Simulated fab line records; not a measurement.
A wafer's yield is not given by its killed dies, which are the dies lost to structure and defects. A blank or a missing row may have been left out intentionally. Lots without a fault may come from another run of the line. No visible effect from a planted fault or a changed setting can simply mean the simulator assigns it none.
fab line records	flow gf180mcu
record lots=5	wafers=14	last_day=34
route steps=602 shown V1@346 M2@362
lots untouched by any fault: they come from a run of this same line in which no faults occurred
start_h: the number of hours between the record's first day and the start of the first shown wafer of the lot	wait_h: hours from the lot's prior step to this one	" unchanged from the row above	L1.1+2: a single row standing in for several wafers	- no value, or no start given	* or withheld: withheld	< > ~ a bound
route shown NAME@n: names a module that has steps shown in the file, with the first one's number in the route	usual: mean/standard deviation of fault-free wafers	same: alike in all rows	chamber/n: place in a boat	sites: each site's reading	_std_site: their standard deviation	_edge_site: the outer-site mean with the inner-site mean subtracted	radius_mm: for every site, how far away it sits from the centre of the wafer	mask NAME#n: copy n	behind: the most recent tool/chamber to have shaped the wafer	hold: the reason the lot was held/the length of the hold in hours/how it ended	device: the n, p or np transistor that did not switch	end of line: the tests these same wafers got at the end of their route	a step with no rows: only its recipe	killed: the dies lost at the first sort to structure and to defects; this is not the yield of the wafer	map: a wafer's dies, marking killed ones x, the rest . and places with no die _
set.NAME: the setting that was run; set.NAME@STEP: the one run at that earlier step	model.NAME: the simulator's own value behind a step, which no gauge read
lots seen at some steps along the route; tables by step, rows by wafer
services: when a tool's chamber went out of use (start_h, in hours from the record's first day, below 0 if earlier), for how many hours, and the reason
## steps
# step GF_V1_EXPOSE_11
# recipe mask_id=Via1	target_cd_nm=260	na=0.68	source_shape=conventional	sigma_outer=0.6	dose_mj=38
# step GF_V1_PEB_12
# recipe peb_temp_c=135	peb_time_s=90	resist=KrF
# step GF_V1_DEVELOP_13
# recipe develop_time_s=60	resist=KrF	dev_temp_c=21
# step GF_V1_CD_MEAS_14
# recipe target_cd_nm=260
# usual cd_nm=260.3/1.1
lot.wafer	tool	chamber	start_h	wait_h	cd_nm
L542.2	cd_sem-02	-	451.68	0.1	260.2
L542.4	"	-	"	"	259.6
L542.5	"	-	"	"	259.2
L544.1	cd_sem-01	-	461.81	0.1	258.9
L544.2	"	-	"	"	259.5
L544.5	"	-	"	"	258.9
L546.1	cd_sem-02	-	487.26	0.1	260.1
L546.4	"	-	"	"	261.9
L546.5	"	-	"	"	259.8
L551.1	cd_sem-02	-	537.01	0.1	260.8
L551.3	"	-	"	"	260.5
L561.2	cd_sem-02	-	596.03	0.1	259.1
L561.3	"	-	"	"	259.4
L561.5	"	-	"	"	260.0
# step GF_V1_OVL_MEAS_15
# usual V1_OVL=-2/5.3
lot.wafer	tool	chamber	start_h	wait_h	V1_OVL[nm]
L542.2	overlay-01	-	451.79	0.1	-6
L542.4	"	-	"	"	-7
L542.5	"	-	"	"	-4
L544.1	overlay-01	-	461.93	0.1	-10
L544.2	"	-	"	"	-10
L544.5	"	-	"	"	-7
L546.1	overlay-02	-	487.38	0.1	9
L546.4	"	-	"	"	-4
L546.5	"	-	"	"	0
L551.1	overlay-01	-	537.13	0.1	-6
L551.3	"	-	"	"	-9
L561.2	overlay-01	-	596.14	0.1	-4
L561.3	"	-	"	"	-1
L561.5	"	-	"	"	5
# step GF_V1_ETCH_16
# recipe chemistry=N2/H2	target_depth_a=withheld	overetch_a=withheld	time_s=withheld	target=BARC	ion_energy_ev=200	source_w=500	bias_w=100	pressure_mtorr=30	n2_flow_sccm=100	h2_flow_sccm=200
# usual drypump_motor_current_A=5.8/0.48	h2_flow_sccm=200.0/0.58	oes_product_au=0.856/0.0046	throttle_valve_pct=13.224/0.0084
lot.wafer	tool	chamber	start_h	wait_h	drypump_motor_current_A	h2_flow_sccm	oes_product_au	throttle_valve_pct
L542.2	rie_diel-03	2	451.82	0.0	5.7	199.7	0.848	13.226
L542.4	"	3	"	"	5.4	200.5	0.857	13.236
L542.5	"	1	"	"	5.8	199.8	0.859	13.214
L544.1	rie_diel-01	1	461.97	0.0	5.9	201.0	0.854	13.224
L544.2	"	2	"	"	6.0	198.8	0.861	13.223
L544.5	"	2	"	"	6.0	199.2	0.855	13.228
L546.1	rie_diel-01	3	487.41	0.0	4.9	200.7	0.860	13.217
L546.4	"	2	"	"	6.0	200.2	0.859	13.219
L546.5	"	1	"	"	5.9	200.4	0.851	13.244
L551.1	rie_diel-03	3	537.16	0.0	5.5	199.6	0.852	13.219
L551.3	"	1	"	"	5.8	199.3	0.855	13.220
L561.2	rie_diel-01	1	596.17	0.0	5.9	199.9	0.855	13.200
L561.3	"	0	"	"	6.4	200.2	0.852	13.223
L561.5	"	3	"	"	4.9	199.8	0.854	13.216
# step GF_V1_ETCH_17
# recipe chemistry=C4F8/O2/Ar	mask_material=KrF	target=SiO2	stop_on=TiN	source_w=1500	bias_w=1200	pressure_mtorr=40	c4f8_flow_sccm=withheld	O2_flow_sccm=6	Ar_flow_sccm=300	time_s=withheld	target_depth_a=6300
# usual oes_product_au=0.856/0.0044
lot.wafer	tool	chamber	start_h	wait_h	oes_product_au
L542.2	rie_diel-03	2	-	-	0.851
L542.4	"	3	"	"	0.851
L542.5	"	1	"	"	0.858
L544.1	rie_diel-01	1	-	-	0.859
L544.2	"	2	"	"	0.853
L544.5	"	2	"	"	0.854
L546.1	rie_diel-01	3	-	-	0.850
L546.4	"	2	"	"	0.854
L546.5	"	1	"	"	0.859
L551.1	rie_diel-03	3	-	-	0.855
L551.3	"	1	"	"	0.852
L561.2	rie_diel-01	1	-	-	0.862
L561.3	"	0	"	"	0.852
L561.5	"	3	"	"	0.856
# step GF_V1_STRIP_18
# recipe chemistry=O2/N2	power_w=1400	pressure_mtorr=1500	platen_temp_c=250	o2_flow_sccm=3000	n2_flow_sccm=300	overash_fraction=0.5
# usual drypump_motor_current_A=5.6/0.41	heater_power_w=353/28	oes_product_au=0.593/0.0049
lot.wafer	tool	chamber	start_h	wait_h	drypump_motor_current_A	heater_power_w	oes_product_au	rf_hours_counter_h
L542.2	plasma_asher-01	0	451.95	-	5.8	374	0.590	67
L542.4	"	0	"	"	5.8	377	0.586	-
L542.5	"	0	"	"	5.8	383	0.596	-
L544.1	plasma_asher-02	1	462.10	-	4.9	376	0.593	35
L544.2	"	0	"	"	6.0	349	0.596	35
L544.5	"	0	"	"	6.0	358	0.594	-
L546.1	plasma_asher-01	1	487.54	-	5.6	320	0.597	70
L546.4	"	1	"	"	5.6	321	0.595	-
L546.5	"	1	"	"	5.6	310	0.586	-
L551.1	plasma_asher-04	1	537.29	-	6.2	318	0.589	91
L551.3	"	1	"	"	6.2	325	0.591	-
L561.2	plasma_asher-01	0	596.30	-	5.7	387	0.586	82
L561.3	"	0	"	"	5.7	376	0.599	-
L561.5	"	1	"	"	5.6	316	0.593	-
# step GF_V1_STRIP_19
# recipe chemistry=post_etch_residue_remover	time_s=1200	temp_c=72.5
# step GF_V1_CLEAN_20
# recipe chemistry=DIW	dry=n2_spin
# step GF_V1_SPUTTER_21
# recipe material=Ti	target_thk_nm=15	chamber_pressure_pa=5	power_w=2500	substrate_temp_c=200	time_s=80.02
# usual substrate_temp_c=200.01/0.15	throttle_valve_pct=29.9/1.4
lot.wafer	tool	chamber	start_h	wait_h	substrate_temp_c	throttle_valve_pct
L542.2	pvd_sputter-01	-	452.82	0.0	199.88	30.9
L542.4	"	-	"	"	200.07	27.8
L542.5	"	-	"	"	199.95	29.6
L544.1	pvd_sputter-03	-	462.72	0.0	199.90	30.8
L544.2	"	-	"	"	200.17	29.8
L544.5	"	-	"	"	200.00	29.5
L546.1	pvd_sputter-03	-	488.08	0.0	200.03	30.7
L546.4	"	-	"	"	200.19	29.5
L546.5	"	-	"	"	200.01	29.4
L551.1	pvd_sputter-02	-	537.82	0.0	199.79	28.6
L551.3	"	-	"	"	200.04	32.0
L561.2	pvd_sputter-02	-	596.87	0.0	199.93	28.5
L561.3	"	-	"	"	200.07	32.1
L561.5	"	-	"	"	199.79	28.5
# step GF_V1_SPUTTER_22
# recipe material=TiN	target_thk_nm=10	chamber_pressure_pa=5	power_w=4000	time_s=40
# usual throttle_valve_pct=29.9/1.4
lot.wafer	tool	chamber	start_h	wait_h	throttle_valve_pct
L542.2	pvd_sputter-01	-	452.88	0.0	30.8
L542.4	"	-	"	"	28.1
L542.5	"	-	"	"	29.6
L544.1	pvd_sputter-03	-	462.78	0.0	30.6
L544.2	"	-	"	"	29.5
L544.5	"	-	"	"	29.7
L546.1	pvd_sputter-03	-	488.14	0.0	31.0
L546.4	"	-	"	"	29.8
L546.5	"	-	"	"	29.6
L551.1	pvd_sputter-02	-	537.89	0.0	28.5
L551.3	"	-	"	"	32.0
L561.2	pvd_sputter-02	-	596.93	0.0	28.6
L561.3	"	-	"	"	32.3
L561.5	"	-	"	"	28.6
# step GF_V1_CVD_23
# recipe material=W	target_thk_nm=350	time_s=105.05	temp_c=400	pressure_torr=40
# usual heater_power_w=868/29
lot.wafer	tool	chamber	start_h	wait_h	heater_power_w	since_wet_clean_h	model.W_of_V1_CVD_23.thk_nm
L542.2	cvd_w-01	1	452.92	0.0	840	549	346.8
L542.4	"	1	"	"	854	-	348.9
L542.5	"	0	"	"	818	-	347.6
L544.1	cvd_w-02	0	462.82	0.0	861	59	357.6
L544.2	"	1	"	"	882	59	351
L544.5	"	1	"	"	877	-	351.6
L546.1	cvd_w-02	1	488.18	0.0	901	84	350.1
L546.4	"	1	"	"	886	-	351.9
L546.5	"	1	"	"	866	-	350.7
L551.1	cvd_w-02	1	537.92	0.0	885	134	204.9
L551.3	"	1	"	"	871	-	352.5
L561.2	cvd_w-01	0	596.97	0.0	797	693	347.7
L561.3	"	1	"	"	886	-	349.9
L561.5	"	1	"	"	892	-	352.3
# step GF_V1_RS_MEAS_24
# recipe thk_meas_gauge=four-point-probe	reads=W_of_V1_CVD_23+TiN_of_V1_SPUTTER_22+Ti_of_V1_SPUTTER_21
# usual V1_W_RS=0.326/0.0035
lot.wafer	tool	chamber	start_h	wait_h	hold	V1_W_RS[ohm/sq]
L542.2	film_metro-04	-	453.06	0.1	-	0.331
L542.4	"	-	"	"	-	0.329
L542.5	"	-	"	"	-	0.330
L544.1	film_metro-03	-	462.94	0.1	-	0.321
L544.2	"	-	"	"	-	0.326
L544.5	"	-	"	"	-	0.326
L546.1	film_metro-04	-	488.29	0.1	-	0.328
L546.4	"	-	"	"	-	0.325
L546.5	"	-	"	"	-	0.327
L551.1	film_metro-03	-	538.15	0.2	await_dispo/0.2h/release	0.563
L551.3	"	-	"	"	await_dispo/0.2h/release	0.325
L551.1	film_metro-03	-	538.44	0.3	-	0.563
L551.3	"	-	"	"	-	0.325
L561.2	film_metro-01	-	597.10	0.1	-	0.329
L561.3	"	-	"	"	-	0.327
L561.5	"	-	"	"	-	0.325
# step GF_V1_THK_MEAS_25
# recipe thk_meas_gauge=xrf	reads=W_of_V1_CVD_23
# usual V1_W_THK=354/4.3
lot.wafer	tool	chamber	start_h	wait_h	hold	V1_W_THK[nm]
L542.2	film_metro-04	-	453.17	0.1	-	348
L542.4	"	-	"	"	-	352
L542.5	"	-	"	"	-	348
L544.1	film_metro-03	-	463.06	0.1	-	355
L544.2	"	-	"	"	-	348
L544.5	"	-	"	"	-	349
L546.1	film_metro-04	-	488.41	0.1	-	352
L546.4	"	-	"	"	-	355
L546.5	"	-	"	"	-	355
L551.1	film_metro-03	-	542.40	3.9	await_dispo/0.2h/release	208
L551.3	"	-	"	"	await_dispo/0.2h/release	360
L551.1	film_metro-03	-	542.63	0.2	-	207
L551.3	"	-	"	"	-	359
L561.2	film_metro-01	-	597.21	0.1	-	358
L561.3	"	-	"	"	-	357
L561.5	"	-	"	"	-	360
# step GF_V1_CMP_26
# recipe stop_on=SiO2	down_force_psi=3.5	platen_rpm=60	t_overpolish_s=15	target_thk_nm=0	pad_velocity_m_s=0.94248
# usual motor_current_A=11.4/1.4	retaining_ring_pressure_frac=1.000/0.005	time_to_endpoint_s=86/3.8
lot.wafer	tool	chamber	start_h	wait_h	hold	motor_current_A	retaining_ring_pressure_frac	time_to_endpoint_s
L542.2	cmp-01	3	453.22	0.0	-	9.5	1.004	83
L542.4	"	1	"	"	-	11.6	1.001	79
L542.5	"	3	"	"	-	8.9	0.997	85
L544.2	cmp-01	1	463.12	0.0	-	10.7	0.996	80
L544.1	"	2	"	"	-	13.0	1.011	83
L544.5	"	1	"	"	-	12.1	1.000	80
L546.4	cmp-02	2	488.52	0.1	-	9.8	1.003	85
L546.1	"	3	"	"	-	12.7	1.004	85
L546.5	"	2	"	"	-	10.1	1.001	84
L551.3	cmp-01	0	544.78	2.1	await_dispo/1.9h/release	12.4	0.997	92
L551.1	"	3	"	"	await_dispo/1.9h/release	8.7	0.996	52
L561.3	cmp-01	3	597.31	0.1	-	9.1	1.007	85
L561.2	"	1	"	"	-	11.6	0.997	80
L561.5	"	3	"	"	-	8.7	1.012	86
# step GF_M2_SPUTTER_00
# recipe material=Ti	target_thk_nm=37.5	arriving_ion_energy_ev=80	substrate_temp_c=200	chamber_pressure_pa=2	power_w=4000	time_s=150
## services
tool	chamber	start_h	hours	kind
pvd_sputter-01	-	430.86	0.9	repair
rie_diel-01	3	443.05	2.8	repair
rie_diel-01	0	476.48	7.8	repair
rie_diel-03	3	486.24	12.3	repair
cvd_w-02	-	491.51	4.0	repair
plasma_asher-02	-	499.16	1.6	repair
rie_diel-03	3	514.31	3.4	repair
cvd_w-01	-	515.32	2.5	repair
rie_diel-01	1	516.19	6.9	repair
cmp-02	-	517.45	0.4	repair
rie_diel-01	-	522.36	2.8	pm
cvd_w-02	0	528.37	25.9	repair
pvd_sputter-03	-	535.08	6.7	repair
cmp-02	-	542.16	18.5	repair
pvd_sputter-01	-	543.61	4.7	repair
cmp-02	-	547.39	1.8	repair
pvd_sputter-01	-	548.80	3.5	repair
cmp-02	-	564.85	2.3	repair
plasma_asher-04	-	570.46	4.0	pm
cvd_w-01	-	571.99	6.9	pm
cmp-01	-	572.25	4.0	pm
cmp-01	-	576.25	-	consumable_replace:conditioner
rie_diel-03	1	577.85	5.1	repair
rie_diel-01	-	581.70	0.4	repair
## key
first_sign step=GF_V1_RS_MEAS_24	reading=visit	direction=added
effect step=GF_V1_RS_MEAS_24	reading=V1_W_RS	direction=up	sigmas=67	usual=0.326	struck=0.563
effect step=GF_V1_THK_MEAS_25	reading=visit	direction=added
effect step=GF_V1_THK_MEAS_25	reading=V1_W_THK	direction=down	sigmas=34	usual=354	struck=208
effect step=GF_V1_CMP_26	reading=time_to_endpoint_s	direction=down	sigmas=9	usual=*	struck=*
model_effect step=GF_V1_CVD_23	value=W_of_V1_CVD_23.thk_nm	without=349.9	struck=204.9
met_at GF_V1_CVD_23
struck_wafers L551.1
onset_between 488.18 537.92
fault kind=process_parameter_drift	tool=cvd_w-02	chamber=-	onset_h=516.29	steps=GF_V1_CVD_23	channel=target_thk_nm	offset=-145.92	shape=step	end_h=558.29	scope=struck_wafers_only	acts_in=these_recipes_only	stated=350
